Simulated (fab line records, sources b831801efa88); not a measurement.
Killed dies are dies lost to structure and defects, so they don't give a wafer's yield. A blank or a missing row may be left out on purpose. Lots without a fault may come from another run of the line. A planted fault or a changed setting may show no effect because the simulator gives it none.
fab line records | flow gf180mcu | part 2 of 2: steps 26 to 35 of 35
record lots=5 wafers=15 last_day=34
route steps=602 shown HV_LDD@209 NSD@235
lots that met no fault: from a run of the same line without faults
start_h: hours from the record's first day to the start of the lot's first wafer shown | wait_h: hours since the lot's step before | " the same as in the row above | L1.1+2: a row that stands for several wafers | - no value, or no start given | * or withheld: withheld | < > ~ a bound
route shown NAME@n: a module of which the file shows steps, and the number in the route of the first | usual: mean/standard deviation of fault-free wafers | same: alike in all rows | chamber/n: place in a boat | sites: the reading at each site | _std_site: their standard deviation | _edge_site: outer sites' mean less inner sites' | radius_mm: how far each site lies from the wafer's centre | mask NAME#n: copy n | behind: the tool/chamber that last shaped the wafer | hold: why the lot was held/for how many hours/how that ended | device: the transistor (n, p or np) that didn't switch | end of line: the same wafers' tests at the end of the route | a step without rows: its recipe alone | killed: dies lost to structure and defects at the first sort, not the wafer's yield | map: a wafer's dies, x killed, . not, _ none there
set.NAME: the setting as run; set.NAME@STEP: as run at that earlier step | model.NAME: the simulator's own value behind a step, which no gauge read
lots at some steps of the route; a table a step, a row a wafer
services: from which hour (start_h, from the record's first day; less than 0 if before it) a tool's chamber was out of use, for how many hours, and why
## steps
# step GF_HV_LDD_ETCHBACK_58
# recipe chemistry=CH3F/O2 target=Si3N4 stop_on=SiO2 source_w=400 bias_w=80 pressure_mtorr=25 ch3f_flow_sccm=40 O2_flow_sccm=30 time_s=100 target_depth_a=900
# usual O2_flow_sccm=29.99/0.089 drypump_motor_current_A=5.7/0.33 oes_product_au=0.841/0.0056 throttle_valve_pct=10.561/0.0098
# columns lot.wafer tool chamber start_h wait_h O2_flow_sccm drypump_motor_current_A oes_product_au rf_hours_counter_h throttle_valve_pct
L082.1 rie_diel-01 2 338.90 0.1 30.02 5.7 0.833 5 10.560
L082.4 " 3 " " 30.07 6.0 0.832 25 10.573
L082.6 " 2 " " 30.09 5.6 0.838 - 10.577
L084.1 rie_diel-02 2 361.12 0.1 30.10 5.9 0.839 109 10.566
L084.4 " 3 " " 30.02 5.8 0.836 - 10.563
L084.5 " 3 " " 29.99 5.8 0.835 - 10.562
L089.3 rie_diel-01 1 394.05 0.0 30.07 5.3 0.834 31 10.561
L089.5 " 2 " " 30.22 5.6 0.835 - 10.561
L089.6 " 3 " " 29.87 6.0 0.835 - 10.563
L092.1 rie_diel-01 0 419.20 0.1 29.89 5.0 0.852 8 10.541
L092.3 " 1 " " 29.93 5.4 0.842 32 10.560
L092.6 " 2 " " 29.87 5.7 0.843 - 10.560
L097.2 rie_diel-02 1 458.55 0.0 30.04 5.8 0.843 3 10.564
L097.3 " 1 " " 30.07 5.7 0.832 - 10.565
L097.6 " 0 " " 29.96 5.9 0.845 - 10.571
# step GF_NSD_DEHYDRATE_00
# recipe temp_c=200 time_s=60
# usual exhaust_pa=45.0/0.96
# columns lot.wafer tool chamber start_h wait_h exhaust_pa
L082.1 litho_track-03 0 349.22 10.3 44.9
L082.4 " 0 " " 44.9
L082.6 " 0 " " 45.1
L084.1 litho_track-02 0 371.73 10.6 45.3
L084.4 " 0 " " 45.9
L084.5 " 0 " " 46.2
L089.3 litho_track-04 0 405.39 11.3 45.0
L089.5 " 0 " " 44.1
L089.6 " 0 " " 45.4
L092.1 litho_track-03 0 430.57 11.3 43.7
L092.3 " 0 " " 42.5
L092.6 " 0 " " 43.6
L097.2 litho_track-02 0 470.40 11.8 46.1
L097.3 " 0 " " 44.4
L097.6 " 0 " " 46.4
# step GF_NSD_HMDS_01
# recipe prime_time_s=60 prime_temp_c=120
# usual exhaust_pa=45.1/0.94
# same prime_time_s=60
# columns lot.wafer tool chamber start_h wait_h exhaust_pa
L082.1 litho_track-03 0 349.37 0.1 45.9
L082.4 " 0 " " 45.4
L082.6 " 0 " " 46.6
L084.1 litho_track-02 0 371.88 0.1 44.3
L084.4 " 0 " " 44.3
L084.5 " 0 " " 44.8
L089.3 litho_track-04 0 405.54 0.1 45.6
L089.5 " 0 " " 45.3
L089.6 " 0 " " 45.2
L092.1 litho_track-03 0 430.72 0.1 44.7
L092.3 " 0 " " 44.1
L092.6 " 0 " " 46.0
L097.2 litho_track-02 0 470.55 0.1 43.4
L097.3 " 0 " " 44.4
L097.6 " 0 " " 45.4
# step GF_NSD_COAT_02
# recipe resist=NOVOLAK spin_rpm=3000 resist_thk_nm=1000
# usual exhaust_pa=44.9/0.95
# columns lot.wafer tool chamber start_h wait_h exhaust_pa
L082.1 litho_track-03 0 349.52 0.1 45.1
L082.4 " 0 " " 46.0
L082.6 " 0 " " 46.7
L084.1 litho_track-02 0 372.03 0.1 44.4
L084.4 " 0 " " 43.6
L084.5 " 0 " " 43.5
L089.3 litho_track-04 0 405.69 0.1 45.9
L089.5 " 0 " " 44.8
L089.6 " 0 " " 45.3
L092.1 litho_track-03 0 430.87 0.1 45.8
L092.3 " 0 " " 45.3
L092.6 " 0 " " 45.5
L097.2 litho_track-02 0 470.70 0.1 47.0
L097.3 " 0 " " 45.6
L097.6 " 0 " " 45.3
# step GF_NSD_SOFTBAKE_03
# recipe temp_c=90 time_s=60 resist=NOVOLAK
# usual exhaust_pa=44.7/0.88
# columns lot.wafer tool chamber start_h wait_h exhaust_pa
L082.1 litho_track-03 0 349.67 0.1 44.2
L082.4 " 0 " " 44.9
L082.6 " 0 " " 44.5
L084.1 litho_track-02 0 372.18 0.1 45.0
L084.4 " 0 " " 43.9
L084.5 " 0 " " 44.1
L089.3 litho_track-04 0 405.84 0.1 45.0
L089.5 " 0 " " 44.5
L089.6 " 0 " " 46.5
L092.1 litho_track-03 0 431.02 0.1 45.8
L092.3 " 0 " " 44.4
L092.6 " 0 " " 45.2
L097.2 litho_track-02 0 470.85 0.1 43.9
L097.3 " 0 " " 45.4
L097.6 " 0 " " 45.7
# step GF_NSD_EXPOSE_04
# recipe mask_id=Nplus target_cd_nm=400 na=0.6 source_shape=conventional sigma_outer=0.6 dose_mj=140
# usual stage_vel_mm_s=499.96/0.25
# columns lot.wafer tool chamber start_h wait_h mask stage_vel_mm_s
L082.1 iline_stepper-02 0 - - Nplus#0 500.40
L082.4 " 0 " " Nplus#0 500.46
L082.6 " 0 " " Nplus#0 500.44
L084.1 iline_stepper-01 0 - - Nplus#0 499.68
L084.4 " 0 " " Nplus#0 499.87
L084.5 " 0 " " Nplus#0 499.60
L089.3 iline_stepper-01 0 - - Nplus#0 499.56
L089.5 " 0 " " Nplus#0 499.63
L089.6 " 0 " " Nplus#0 499.61
L092.1 iline_stepper-01 0 - - Nplus#0 500.26
L092.3 " 0 " " Nplus#0 500.44
L092.6 " 0 " " Nplus#0 499.85
L097.2 iline_stepper-01 0 - - Nplus#0 500.24
L097.3 " 0 " " Nplus#0 500.51
L097.6 " 0 " " Nplus#0 500.32
# step GF_NSD_PEB_05
# recipe temp_c=withheld time_s=* resist=NOVOLAK
# usual exhaust_pa=45.0/0.77
# columns lot.wafer tool chamber start_h wait_h exhaust_pa
L082.1 litho_track-02 0 - - 43.8
L082.4 " 0 " " 44.5
L082.6 " 0 " " 44.6
L084.1 litho_track-04 0 - - 45.2
L084.4 " 0 " " 45.4
L084.5 " 0 " " 44.5
L089.3 litho_track-03 0 - - 45.2
L089.5 " 0 " " 44.1
L089.6 " 0 " " 44.1
L092.1 litho_track-02 0 - - 44.9
L092.3 " 0 " " 45.8
L092.6 " 0 " " 46.1
L097.2 litho_track-03 0 - - 45.6
L097.3 " 0 " " 45.1
L097.6 " 0 " " 45.9
# step GF_NSD_DEVELOP_06
# recipe develop_time_s=60 dev_temp_c=23
# usual exhaust_pa=45.3/0.91
# columns lot.wafer tool chamber start_h wait_h exhaust_pa
L082.1 litho_track-02 0 360.38 0.1 45.9
L082.4 " 0 " " 46.5
L082.6 " 0 " " 47.8
L084.1 litho_track-04 0 383.29 0.1 45.8
L084.4 " 0 " " 43.6
L084.5 " 0 " " 43.2
L089.3 litho_track-03 0 417.52 0.1 45.0
L089.5 " 0 " " 45.5
L089.6 " 0 " " 45.5
L092.1 litho_track-02 0 442.93 0.1 44.4
L092.3 " 0 " " 44.1
L092.6 " 0 " " 45.4
L097.2 litho_track-03 0 482.49 0.1 45.0
L097.3 " 0 " " 45.4
L097.6 " 0 " " 46.4
# step GF_NSD_CD_MEAS_07
# recipe target_cd_nm=400
# usual cd_nm=400.1/2.3
# columns lot.wafer tool chamber start_h wait_h cd_nm
L082.1 cd_sem-01 - 360.53 0.1 403.9
L082.4 " - " " 404.3
L082.6 " - " " 404.7
L084.1 cd_sem-02 - 383.44 0.1 398.5
L084.4 " - " " 398.6
L084.5 " - " " 397.7
L089.3 cd_sem-02 - 417.66 0.1 399.9
L089.5 " - " " 400.9
L089.6 " - " " 399.1
L092.1 cd_sem-01 - 443.08 0.1 398.0
L092.3 " - " " 398.1
L092.6 " - " " 399.0
L097.2 cd_sem-02 - 482.64 0.1 397.7
L097.3 " - " " 398.0
L097.6 " - " " 397.9
# step GF_NSD_OVL_MEAS_08
# usual NSD_OVL=-1.4/1.5
# columns lot.wafer tool chamber start_h wait_h NSD_OVL[nm]
L082.1 overlay-02 - 360.65 0.1 -0.7
L082.4 " - " " -0.5
L082.6 " - " " -1.9
L084.1 overlay-02 - 383.56 0.1 -2.1
L084.4 " - " " -2.4
L084.5 " - " " -2.4
L089.3 overlay-02 - 417.75 0.1 1.1
L089.5 " - " " 0.4
L089.6 " - " " 1.2
L092.1 overlay-01 - 443.20 0.1 0.1
L092.3 " - " " -0.2
L092.6 " - " " 1.2
L097.2 overlay-01 - 482.74 0.1 -1.2
L097.3 " - " " -2.2
L097.6 " - " " -2.3
## services
# columns tool chamber start_h hours kind
plasma_asher-02 - 297.49 18.7 repair
rie_diel-01 0 303.53 7.0 repair
lpcvd-01 - 309.95 1.0 repair
iline_stepper-02 - 328.69 2.1 pm
iline_stepper-01 - 341.48 1.7 pm
implanter-03 - 342.95 2.1 repair
lpcvd-02 - 343.56 2.8 pm
implanter-04 - 344.21 3.4 repair
wet_bench-03 - 346.69 3.7 repair
rie_diel-02 0 353.68 59.8 repair
plasma_asher-01 - 367.48 12.4 pm
implanter-01 - 373.01 3.5 pm
implanter-03 - 374.01 4.4 pm
plasma_asher-01 - 385.65 2.8 pm
rie_diel-01 2 396.88 6.7 repair
rie_diel-01 1 396.99 7.8 repair
implanter-04 - 415.07 1.5 repair
plasma_asher-02 - 421.25 9.0 pm
rie_diel-01 2 423.60 10.3 repair
rie_diel-01 - 454.09 1.3 repair
rie_diel-01 1 470.25 8.8 repair
lpcvd-02 - 471.86 14.6 pm
implanter-01 - 475.01 11.7 repair
iline_stepper-02 - 481.43 1.7 pm
